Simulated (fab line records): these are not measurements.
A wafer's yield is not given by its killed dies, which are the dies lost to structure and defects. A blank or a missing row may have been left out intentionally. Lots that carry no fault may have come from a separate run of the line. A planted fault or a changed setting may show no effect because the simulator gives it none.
Chamber matching | flow sky130 | 4 sister chambers for SKY_VIA1_CMP_02 on cmp-02
The step polishes SiO2. 4 wafers are shown with their chamber, then 12 later ones without.

## WAFERS PAIRED WITH THEIR CHAMBERS
wafer  | chamber | motor current A (A)
L087.3 | 1       | 12.9
L088.1 | 2       | 9.8
L088.5 | 0       | 10.7
L088.6 | 3       | 12.3

## WAFERS WITH NO CHAMBER GIVEN
wafer  | motor current A (A)
L090.2 | 11.1
L090.3 | 10.7
L090.5 | 10.7
L092.4 | 10.6
L092.5 | 11.1
L092.6 | 12.3
L093.3 | 10.8
L093.4 | 12.1
L093.6 | 10.6
L097.2 | 12.3
L097.3 | 10.6
L097.5 | 11.4

## THE CHAMBER EACH PASSED THROUGH
wafer  | from the rows above     | in truth
L090.2 | 0                       | 0
L090.3 | 0                       | 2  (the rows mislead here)
L090.5 | 0                       | 0
L092.4 | 0                       | 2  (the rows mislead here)
L092.5 | 0                       | 0
L092.6 | 3                       | 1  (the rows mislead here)
L093.3 | 0                       | 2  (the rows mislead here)
L093.4 | 3                       | 3
L093.6 | 0                       | 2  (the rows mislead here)
L097.2 | 3                       | 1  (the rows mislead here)
L097.3 | 0                       | 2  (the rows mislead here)
L097.5 | can't be placed: 0 or 3 | 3
Correct placement for 4 of the 12. Can't be placed from these rows: 1 (the true chamber is among the candidates in 1). Wrongly placed: 7.
How it was worked out, from the rows above alone: a wafer's distance from a chamber is the root of the sum, over the readings, of the square of ((its reading less the chamber's mean) divided by the reading's scatter). If the next closest chamber is less than 2 further off than the closest, the wafer can't be placed; otherwise it belongs to the closest. A chamber's mean is the mean of its shown wafers. The scatter: with one shown wafer a chamber, the root of the mean of the squares of how far each hidden wafer lies from its nearest shown one.
